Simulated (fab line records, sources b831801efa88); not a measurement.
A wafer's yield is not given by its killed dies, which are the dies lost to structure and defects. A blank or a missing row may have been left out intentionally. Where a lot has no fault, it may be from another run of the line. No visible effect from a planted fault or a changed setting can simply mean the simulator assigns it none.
Struck lot and sound lot, side by side ; flow gf180mcu ; 29 steps out of a route of 602
Sound: these wafers, L127.1, L127.5, L127.6. Struck: wafers L135.1, L135.5 (left out: L135.2, a lot-mate that was not struck); the cause follows at the end.
Order at every step that has rows: each side's tool, ch and its chambers, its first start. Under that, the readings that differ: sound wafers ; struck wafers ; difference of the means ; sigmas: that difference in standard deviations of wafers without a fault.
alike: a reading whose means differ by less than 2 such deviations, as well as words and numbers matching on both sides. not compared: withheld readings; readings where some wafer has no value; bounds like >300 that might hide an equal value; numbers whose values overlap and for which the record gives no deviation.
The two part at a step that has a row with sigmas, a row that says differs or no value, or rows on one side only. When numbers do not overlap yet have no deviation, they are printed without sigmas and do not part them. A reading that every wafer of one side lacks parts them only if that side has two wafers or more.

GF_V1_ETCH_17: etches SiO2 in C4F8/O2/Ar, stops on TiN, target depth 630 nm.
  sound on rie diel-01 ch 1,2; struck on rie diel-03 ch 3
  alike: oes product au
then, 3 steps without rows for these wafers: GF_V1_STRIP_18 (strips in O2/N2); GF_V1_STRIP_19 (strips in post etch residue remover, time 1200 s); GF_V1_CLEAN_20 (cleans in DIW).
GF_V1_SPUTTER_21: material Ti, target thk 15 nm, time 80.02 s.
  sound on pvd sputter-02, day 20 21:40; struck on pvd sputter-02, day 23 14:18
  alike: throttle valve pct
then, 2 steps without rows for these wafers: GF_V1_SPUTTER_22 (material TiN, target thk 10 nm, time 40 s); GF_V1_CVD_23 (deposits W, target thk 350 nm, time 105.05 s).
GF_V1_RS_MEAS_24: the measuring method here is four-point-probe.
  sound on film metro-04, day 20 21:59; struck on film metro-03, day 23 14:31
  alike: V1_W_RS
GF_V1_THK_MEAS_25: measures by xrf.
  sound on film metro-04, day 20 22:06; struck on film metro-03, day 23 14:38
  alike: V1_W_THK
then, 1 step without rows for these wafers: GF_V1_CMP_26 (polishes, stops on SiO2, t overpolish 15 s, target thk 0 nm).
GF_M2_SPUTTER_00: material Ti, target thk 37.5 nm, time 150 s.
  sound on pvd sputter-01, day 20 22:28; struck on pvd sputter-01, day 23 14:59
  alike: throttle valve pct
then, 1 step without rows for these wafers: GF_M2_SPUTTER_01 (material TiN, target thk 30 nm, time 25 s).
GF_M2_SPUTTER_02: material AlCu, target thk 450 nm, time 23.9 s.
  sound on pvd sputter-01, day 20 22:35; struck on pvd sputter-01, day 23 15:07
reading;sound;struck;difference;sigmas
model.AlCu_of_M2_SPUTTER_02.thk nm (nm);445.1 440.3 444.8;429.6 427.9;-14.7;
  alike: throttle valve pct
GF_M2_SPUTTER_03: material Ti, target thk 10 nm, time 6.7 s.
  sound on pvd sputter-01, day 20 22:37; struck on pvd sputter-01, day 23 15:09
  alike: throttle valve pct
GF_M2_SPUTTER_04: material TiN, target thk 50 nm, time 41.7 s.
  sound on pvd sputter-01, day 20 22:38; struck on pvd sputter-01, day 23 15:10
  alike: throttle valve pct
GF_M2_RS_MEAS_05: the measuring method here is four-point-probe.
  sound on film metro-03, day 20 22:41; struck on film metro-03, day 23 15:13
reading;sound;struck;difference;sigmas
M2_ALCU_RS (ohm/sq);0.0703 0.0711 0.0702;0.0729 0.0732;+0.0025;+2
GF_M2_THK_MEAS_06: measures by xrf.
  sound on film metro-03, day 20 22:48; struck on film metro-03, day 23 15:20
  alike: M2_ALCU_THK
then, 7 steps without rows for these wafers: GF_M2_DEHYDRATE_07 (time 60 s); GF_M2_HMDS_08 (prime time 60 s); GF_M2_COAT_09 (resist thk 1006 nm); GF_M2_SOFTBAKE_10 (time 60 s); GF_M2_EXPOSE_11 (exposes mask Metal2, target cd 280 nm); GF_M2_PEB_12 (peb time 90 s); GF_M2_DEVELOP_13 (develop time 60 s).
GF_M2_CD_MEAS_14: target cd 280 nm.
  sound on cd sem-01, day 21 22:53; struck on cd sem-02, day 24 13:59
  alike: cd nm
GF_M2_OVL_MEAS_15:
  sound on overlay-02, day 21 23:00; struck on overlay-01, day 24 14:07
  alike: M2_OVL
GF_M2_METAL_ETCH_16: etches the open film in Cl2/BCl3, stops on SiO2, target depth 627.5 nm, time 104.6 s.
  sound on rie metal-01 ch 0,1, day 21 23:02; struck on rie metal-03 ch 0, day 24 14:08
reading;sound;struck;difference;sigmas
oes product au (a.u.);0.964 0.965 0.971;0.953 0.946;-0.017;-2
throttle valve pct (%);28.261 28.273 28.247;28.282 28.292;+0.027;+2
model.etch.depth nm (nm);595.4 592 594.8;582.1 580.9;-12.6;
model.M2.feature depth nm (nm);595.4 592 594.8;582.1 580.9;-12.6;
  alike: drypump motor current A
  not compared: rf hours counter h
then, 2 steps without rows for these wafers: GF_M2_STRIP_17 (strips in O2/N2); GF_PASSIVATION_PROBE_99.

== WHERE THEY PART ==
First at GF_M2_RS_MEAS_05; last, within this record, at GF_M2_METAL_ETCH_16.

WHY: what the simulator had put in
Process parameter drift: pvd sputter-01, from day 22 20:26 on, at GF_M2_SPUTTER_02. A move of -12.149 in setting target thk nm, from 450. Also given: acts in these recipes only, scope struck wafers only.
